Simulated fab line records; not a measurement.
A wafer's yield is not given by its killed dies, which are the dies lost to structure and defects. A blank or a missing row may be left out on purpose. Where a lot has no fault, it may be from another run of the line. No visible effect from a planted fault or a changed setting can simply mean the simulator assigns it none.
fab line records -- flow sky130
record lots=12, wafers=36, last_day=50
route steps=708 shown FIELD_ISO@1 VT_ADJUST_HVTR@133 VIA2@508
lots with no fault: from the same line, run without faults
start_h: hours from the record's first day to the start of the lot's first wafer shown -- wait_h: how many hours have passed since the lot's step before this one -- " as in the row above -- L1.1+2: a single row standing in for several wafers -- - no value present, or no start provided -- * or withheld: withheld -- < > ~ a bound
route shown NAME@n: names a module that has steps shown in the file, with the first one's number in the route -- usual: mean/standard deviation of fault-free wafers -- same: alike in all rows -- chamber/n: place in a boat -- sites: each site's reading -- _std_site: standard deviation across them -- _edge_site: mean of outer sites minus mean of inner sites -- radius_mm: for every site, how far away it sits from the centre of the wafer -- mask NAME#n: copy n -- behind: the tool/chamber that last shaped the wafer -- hold: why the lot went on hold/how many hours it stayed there/how the hold came to an end -- device: names the non-switching transistor (n, p or np) -- end of line: the same wafers' tests at the end of the route -- a step given without rows: its recipe and nothing more -- killed: not the wafer's yield, but the dies lost to structure and defects at the first sort -- map: dies across one wafer; x = killed, . = not, _ = none there
set.NAME: the setting that was run; set.NAME@STEP: the one run at that earlier step -- model.NAME: the simulator's own value behind a step, which no gauge read
a sample of lots followed through the steps of the route, with each step as a table and each wafer as a row
services: from which hour (start_h, from the record's first day; less than 0 if before it) a tool's chamber was out of use, for how many hours, and why
## steps
# step SKY_FIELD_ISO_BOW_MEAS_00
# recipe mode=bow
# usual INCOMING_BOW=1/5.9
lot.wafer,tool,chamber,start_h,wait_h,INCOMING_BOW[um]
L966.2,film_metro-04,-,10.02,-,6
L966.5,film_metro-04,-,10.02,-,3
L966.6,film_metro-04,-,10.02,-,0
L968.1,film_metro-04,-,20.00,-,9
L968.2,film_metro-04,-,20.00,-,1
L968.3,film_metro-04,-,20.00,-,2
L970.1,film_metro-01,-,30.00,-,-3
L970.4,film_metro-01,-,30.00,-,0
L970.6,film_metro-01,-,30.00,-,7
L971.1,film_metro-04,-,35.00,-,5
L971.2,film_metro-04,-,35.00,-,7
L971.6,film_metro-04,-,35.00,-,9
L972.1,film_metro-01,-,40.00,-,2
L972.3,film_metro-01,-,40.00,-,-2
L972.5,film_metro-01,-,40.00,-,5
L974.1,film_metro-04,-,50.00,-,1
L974.2,film_metro-04,-,50.00,-,-12
L974.5,film_metro-04,-,50.00,-,2
L975.2,film_metro-04,-,55.02,-,1
L975.3,film_metro-04,-,55.02,-,2
L975.5,film_metro-04,-,55.02,-,2
L977.1,film_metro-04,-,65.00,-,0
L977.2,film_metro-04,-,65.00,-,3
L977.4,film_metro-04,-,65.00,-,5
L980.1,film_metro-01,-,80.00,-,5
L980.3,film_metro-01,-,80.00,-,2
L980.5,film_metro-01,-,80.00,-,-10
L985.1,film_metro-03,-,105.00,-,2
L985.4,film_metro-03,-,105.00,-,-14
L985.5,film_metro-03,-,105.00,-,8
L987.1,film_metro-03,-,115.00,-,1
L987.4,film_metro-03,-,115.00,-,1
L987.5,film_metro-03,-,115.00,-,2
L988.2,film_metro-01,-,120.02,-,2
L988.5,film_metro-01,-,120.02,-,2
L988.6,film_metro-01,-,120.02,-,-17
# step SKY_VT_ADJUST_HVTR_COAT_02
# recipe resist=NOVOLAK, spin_rpm=3000, resist_thk_nm=1140
# usual spin_speed_rpm=3000.1/2
lot.wafer,tool,chamber,start_h,wait_h,spin_speed_rpm
L966.2,litho_track-01,0,189.57,0.1,2999.4
L966.5,litho_track-01,0,189.57,0.1,2996.6
L966.6,litho_track-01,0,189.57,0.1,3000.1
L968.1,litho_track-01,0,202.50,0.1,3002.7
L968.2,litho_track-01,0,202.50,0.1,3003.2
L968.3,litho_track-01,0,202.50,0.1,3001.5
L970.1,litho_track-02,0,232.32,0.1,3000.6
L970.4,litho_track-02,0,232.32,0.1,3000.4
L970.6,litho_track-02,0,232.32,0.1,2999.0
L971.1,litho_track-01,0,234.45,0.1,3004.7
L971.2,litho_track-01,0,234.45,0.1,2999.5
L971.6,litho_track-01,0,234.45,0.1,3001.2
L972.1,litho_track-02,0,236.52,0.1,2999.4
L972.3,litho_track-02,0,236.52,0.1,3000.5
L972.5,litho_track-02,0,236.52,0.1,3000.4
L974.1,litho_track-02,0,249.52,0.1,2999.0
L974.2,litho_track-02,0,249.52,0.1,2996.5
L974.5,litho_track-02,0,249.52,0.1,3000.3
L975.2,litho_track-02,0,258.20,0.1,3000.0
L975.3,litho_track-02,0,258.20,0.1,2999.1
L975.5,litho_track-02,0,258.20,0.1,3002.6
L977.1,litho_track-02,0,269.22,0.1,2999.8
L977.2,litho_track-02,0,269.22,0.1,2999.1
L977.4,litho_track-02,0,269.22,0.1,3001.9
L980.1,litho_track-01,0,287.40,0.1,2996.7
L980.3,litho_track-01,0,287.40,0.1,2999.3
L980.5,litho_track-01,0,287.40,0.1,3001.4
L985.1,litho_track-01,0,335.35,0.1,3625.7
L985.4,litho_track-01,0,335.35,0.1,3626.7
L985.5,litho_track-01,0,335.35,0.1,3622.5
L987.1,litho_track-01,0,353.35,0.1,3621.8
L987.4,litho_track-01,0,353.35,0.1,3620.8
L987.5,litho_track-01,0,353.35,0.1,3624.0
L988.2,litho_track-02,0,355.45,0.1,3001.0
L988.5,litho_track-02,0,355.45,0.1,3000.9
L988.6,litho_track-02,0,355.45,0.1,3001.9
# step SKY_VT_ADJUST_HVTR_CD_MEAS_07
# recipe target_cd_nm=380
# usual cd_nm=379.2/2.8
lot.wafer,tool,chamber,start_h,wait_h,cd_nm
L966.2,cd_sem-01,-,199.83,0.1,382.7
L966.5,cd_sem-01,-,199.83,0.1,382.5
L966.6,cd_sem-01,-,199.83,0.1,384.3
L968.1,cd_sem-02,-,213.47,0.1,381.1
L968.2,cd_sem-02,-,213.47,0.1,382.5
L968.3,cd_sem-02,-,213.47,0.1,382.5
L970.1,cd_sem-02,-,243.81,0.1,379.4
L970.4,cd_sem-02,-,243.81,0.1,378.8
L970.6,cd_sem-02,-,243.81,0.1,378.9
L971.1,cd_sem-02,-,245.86,0.1,377.9
L971.2,cd_sem-02,-,245.86,0.1,377.5
L971.6,cd_sem-02,-,245.86,0.1,377.8
L972.1,cd_sem-02,-,248.06,0.1,378.1
L972.3,cd_sem-02,-,248.06,0.1,375.1
L972.5,cd_sem-02,-,248.06,0.1,375.2
L974.1,cd_sem-01,-,261.91,0.1,383.3
L974.2,cd_sem-01,-,261.91,0.1,382.2
L974.5,cd_sem-01,-,261.91,0.1,380.7
L975.2,cd_sem-02,-,270.72,0.1,378.4
L975.3,cd_sem-02,-,270.72,0.1,377.1
L975.5,cd_sem-02,-,270.72,0.1,377.5
L977.1,cd_sem-01,-,280.75,0.1,374.3
L977.2,cd_sem-01,-,280.75,0.1,376.8
L977.4,cd_sem-01,-,280.75,0.1,374.9
L980.1,cd_sem-01,-,299.22,0.1,380.0
L980.3,cd_sem-01,-,299.22,0.1,377.4
L980.5,cd_sem-01,-,299.22,0.1,379.7
L985.1,cd_sem-02,-,349.32,0.1,387.4
L985.4,cd_sem-02,-,349.32,0.1,390.1
L985.5,cd_sem-02,-,349.32,0.1,390.7
L987.1,cd_sem-01,-,367.71,0.1,390.4
L987.4,cd_sem-01,-,367.71,0.1,387.1
L987.5,cd_sem-01,-,367.71,0.1,389.8
L988.2,cd_sem-02,-,369.83,0.1,383.6
L988.5,cd_sem-02,-,369.83,0.1,384.4
L988.6,cd_sem-02,-,369.83,0.1,384.0
# step SKY_VT_ADJUST_HVTR_STRIP_10
# recipe chemistry=O2/N2, power_w=1400, pressure_mtorr=1500, platen_temp_c=withheld, o2_flow_sccm=3000, n2_flow_sccm=300, overash_fraction=0.5
# usual drypump_motor_current_A=5.7/0.59, oes_product_au=0.715/0.0048, strip_time_to_endpoint_s=14.17/0.036
# same overash_fraction=0.5
lot.wafer,tool,chamber,start_h,wait_h,drypump_motor_current_A,oes_product_au,rf_hours_counter_h,strip_time_to_endpoint_s
L966.2,plasma_asher-02,1,200.12,0.1,6.0,0.719,8,14.14
L966.5,plasma_asher-02,0,200.12,0.1,6.4,0.716,-,14.11
L966.6,plasma_asher-02,1,200.12,0.1,6.0,0.715,-,14.18
L968.1,plasma_asher-02,1,213.78,0.1,6.0,0.714,10,14.18
L968.2,plasma_asher-02,0,213.78,0.1,6.4,0.723,10,14.11
L968.3,plasma_asher-02,0,213.78,0.1,6.4,0.716,-,14.16
L970.1,plasma_asher-03,1,244.12,0.1,5.3,0.711,55,14.18
L970.4,plasma_asher-03,0,244.12,0.1,5.4,0.716,-,14.19
L970.6,plasma_asher-03,1,244.12,0.1,5.3,0.709,-,14.21
L971.1,plasma_asher-02,1,246.17,0.1,6.0,0.724,13,14.18
L971.2,plasma_asher-02,0,246.17,0.1,6.3,0.708,13,14.17
L971.6,plasma_asher-02,0,246.17,0.1,6.4,0.713,-,14.14
L972.1,plasma_asher-02,1,248.37,0.1,6.0,0.709,13,14.22
L972.3,plasma_asher-02,0,248.37,0.1,6.4,0.713,-,14.23
L972.5,plasma_asher-02,0,248.37,0.1,6.4,0.722,-,14.18
L974.1,plasma_asher-04,1,262.22,0.1,5.8,0.721,56,14.15
L974.2,plasma_asher-04,0,262.22,0.1,4.7,0.708,56,14.15
L974.5,plasma_asher-04,0,262.22,0.1,4.7,0.720,-,14.17
L975.2,plasma_asher-04,0,271.01,0.1,4.7,0.722,58,14.17
L975.3,plasma_asher-04,0,271.01,0.1,4.7,0.712,-,14.20
L975.5,plasma_asher-04,1,271.01,0.1,5.8,0.720,-,14.17
L977.1,plasma_asher-02,1,281.05,0.1,6.0,0.715,17,14.18
L977.2,plasma_asher-02,0,281.05,0.1,6.4,0.709,17,14.11
L977.4,plasma_asher-02,1,281.05,0.1,6.0,0.708,-,14.17
L980.1,plasma_asher-04,0,299.53,0.1,4.7,0.710,61,14.20
L980.3,plasma_asher-04,0,299.53,0.1,4.7,0.711,-,14.16
L980.5,plasma_asher-04,0,299.53,0.1,4.7,0.714,-,14.18
L985.1,plasma_asher-04,0,349.63,0.1,4.7,0.713,66,13.02
L985.4,plasma_asher-04,0,349.63,0.1,4.7,0.721,-,13.05
L985.5,plasma_asher-04,0,349.63,0.1,4.7,0.716,-,13.02
L987.1,plasma_asher-04,1,368.02,0.1,5.8,0.712,68,12.98
L987.4,plasma_asher-04,0,368.02,0.1,4.7,0.716,-,13.00
L987.5,plasma_asher-04,1,368.02,0.1,5.8,0.705,-,12.99
L988.2,plasma_asher-02,1,370.12,0.1,6.0,0.718,26,14.14
L988.5,plasma_asher-02,0,370.12,0.1,6.4,0.714,-,14.15
L988.6,plasma_asher-02,1,370.12,0.1,6.0,0.714,-,14.15
# step SKY_VIA2_THK_MEAS_01
# recipe reads=SiO2_of_VIA2_HDPCVD_00
# usual VIA2_HDPCVD_THK=1181/14
lot.wafer,tool,chamber,start_h,wait_h,VIA2_HDPCVD_THK[nm]
L966.2,film_metro-01,-,809.87,0.1,1182
L966.5,film_metro-01,-,809.87,0.1,1175
L966.6,film_metro-01,-,809.87,0.1,1191
L968.1,film_metro-01,-,827.97,0.1,1188
L968.2,film_metro-01,-,827.97,0.1,1197
L968.3,film_metro-01,-,827.97,0.1,1183
L970.1,film_metro-04,-,858.47,0.1,1181
L970.4,film_metro-04,-,858.47,0.1,1201
L970.6,film_metro-04,-,858.47,0.1,1191
L971.1,film_metro-04,-,867.55,0.1,1199
L971.2,film_metro-04,-,867.55,0.1,1200
L971.6,film_metro-04,-,867.55,0.1,1194
L972.1,film_metro-03,-,872.21,0.1,1145
L972.3,film_metro-03,-,872.21,0.1,1162
L972.5,film_metro-03,-,872.21,0.1,1148
L974.1,film_metro-03,-,877.96,0.1,1220
L974.2,film_metro-03,-,877.96,0.1,1199
L974.5,film_metro-03,-,877.96,0.1,1205
L975.2,film_metro-03,-,887.78,0.1,1181
L975.3,film_metro-03,-,887.78,0.1,1160
L975.5,film_metro-03,-,887.78,0.1,1187
L977.1,film_metro-04,-,907.35,0.1,1177
L977.2,film_metro-04,-,907.35,0.1,1183
L977.4,film_metro-04,-,907.35,0.1,1181
L980.1,film_metro-04,-,919.62,0.1,1149
L980.3,film_metro-04,-,919.62,0.1,1178
L980.5,film_metro-04,-,919.62,0.1,1155
L985.1,film_metro-01,-,968.80,0.1,1198
L985.4,film_metro-01,-,968.80,0.1,1192
L985.5,film_metro-01,-,968.80,0.1,1194
L987.1,film_metro-03,-,980.90,0.1,1184
L987.4,film_metro-03,-,980.90,0.1,1189
L987.5,film_metro-03,-,980.90,0.1,1193
L988.2,film_metro-04,-,986.45,0.1,1179
L988.5,film_metro-04,-,986.45,0.1,1184
L988.6,film_metro-04,-,986.45,0.1,1177
# step SKY_VIA2_CMP_02
# recipe material=SiO2, down_force_psi=4, platen_rpm=60, pad_velocity_m_s=0.94248
# usual motor_current_A=13.1/1.1, slurry_filter_dp_kPa=13.51/0.13
lot.wafer,tool,chamber,start_h,wait_h,motor_current_A,slurry_filter_dp_kPa
L966.2,cmp-01,3,810.02,0.1,13.1,13.41
L966.6,cmp-01,1,810.02,0.1,15.1,13.72
L966.5,cmp-01,2,810.02,0.1,12.3,13.43
L968.3,cmp-02,2,828.29,0.3,13.0,13.42
L968.2,cmp-02,3,828.29,0.3,11.2,13.53
L968.1,cmp-02,0,828.29,0.3,13.1,13.60
L970.4,cmp-01,1,858.58,0.1,14.6,13.42
L970.1,cmp-01,3,858.58,0.1,12.4,13.71
L970.6,cmp-01,1,858.58,0.1,14.0,13.57
L971.1,cmp-01,2,867.66,0.1,12.7,13.51
L971.2,cmp-01,0,867.66,0.1,13.8,13.37
L971.6,cmp-01,1,867.66,0.1,14.4,13.53
L972.1,cmp-01,0,872.32,0.1,13.7,13.32
L972.3,cmp-01,1,872.32,0.1,14.9,13.70
L972.5,cmp-01,0,872.32,0.1,14.0,13.63
L974.1,cmp-01,2,878.29,0.3,12.1,13.62
L974.2,cmp-01,1,878.29,0.3,14.5,13.41
L974.5,cmp-01,3,878.29,0.3,13.1,13.36
L975.3,cmp-02,0,887.93,0.1,12.2,13.50
L975.2,cmp-02,1,887.93,0.1,13.6,13.45
L975.5,cmp-02,2,887.93,0.1,13.2,13.41
L977.4,cmp-02,1,907.41,0.0,13.1,13.70
L977.1,cmp-02,2,907.41,0.0,13.3,13.46
L977.2,cmp-02,3,907.41,0.0,11.9,13.43
L980.1,cmp-01,1,919.68,0.1,13.8,13.40
L980.3,cmp-01,0,919.68,0.1,14.5,13.22
L980.5,cmp-01,1,919.68,0.1,14.0,13.73
L985.1,cmp-01,0,968.86,0.1,13.5,13.44
L985.4,cmp-01,1,968.86,0.1,14.1,13.68
L985.5,cmp-01,0,968.86,0.1,13.7,13.60
L987.1,cmp-02,2,980.96,0.1,12.9,13.41
L987.4,cmp-02,1,980.96,0.1,13.3,13.82
L987.5,cmp-02,3,980.96,0.1,10.8,13.65
L988.2,cmp-02,0,986.85,0.4,12.5,13.53
L988.6,cmp-02,1,986.85,0.4,13.8,13.67
L988.5,cmp-02,2,986.85,0.4,12.6,13.49
## services
tool,chamber,start_h,hours,kind
cmp-01,-,170.04,3.4,pm
cmp-01,-,175.50,0.4,repair
cmp-01,-,177.80,18.3,pm
cmp-01,-,195.21,1.0,repair
plasma_asher-02,-,325.76,3.1,repair
cmp-01,-,332.98,0.3,repair
cmp-01,-,362.75,3.4,pm
plasma_asher-02,-,374.67,12.3,repair
cmp-01,-,391.87,2.2,repair
cmp-01,-,404.00,4.0,pm
cmp-01,-,423.42,0.3,repair
cmp-01,-,455.08,0.4,repair
cmp-01,-,497.32,0.4,repair
cmp-01,-,645.28,4.4,repair
cmp-01,-,651.19,0.8,repair
cmp-01,-,690.29,1.1,repair
cmp-01,-,699.04,2.6,repair
cmp-01,-,722.59,0.8,repair
cmp-01,-,728.36,6.6,pm
cmp-01,-,744.00,4.0,pm
cmp-01,-,804.65,1.5,repair
cmp-01,-,807.68,1.6,repair
cmp-01,-,826.36,5.6,pm
cmp-01,-,973.68,1.5,repair
## key
first_sign step=SKY_VT_ADJUST_HVTR_COAT_02, reading=spin_speed_rpm, direction=up, sigmas=99+, usual=3000.1, struck=3623.6
effect step=SKY_VT_ADJUST_HVTR_CD_MEAS_07, reading=cd_nm, direction=up, sigmas=3.6, usual=379.2, struck=389.2
effect step=SKY_VT_ADJUST_HVTR_STRIP_10, reading=strip_time_to_endpoint_s, direction=down, sigmas=33, usual=*, struck=*
met_at SKY_VT_ADJUST_HVTR_COAT_02
struck_lots L985,L987
tester_left_out L985,L987
not_acting_at SKY_FIELD_ISO_BOW_MEAS_00,SKY_VIA2_THK_MEAS_01,SKY_VIA2_CMP_02
onset_between 287.40 335.35
fault kind=process_parameter_drift, tool=litho_track-01, chamber=-, onset_h=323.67, steps=SKY_VT_ADJUST_HVTR_COAT_02, channel=spin_rpm, offset=623.32, shape=step, end_h=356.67, acts_in=these_recipes_only, stated=3000
# tester_left_out: of these lots the tester's yield and bins aren't shown, on N5 and GAA mostly nor the transistor test; their killed dies are dies lost to structure and defects alone, not to doping, threshold or leakage, so they don't give the yield
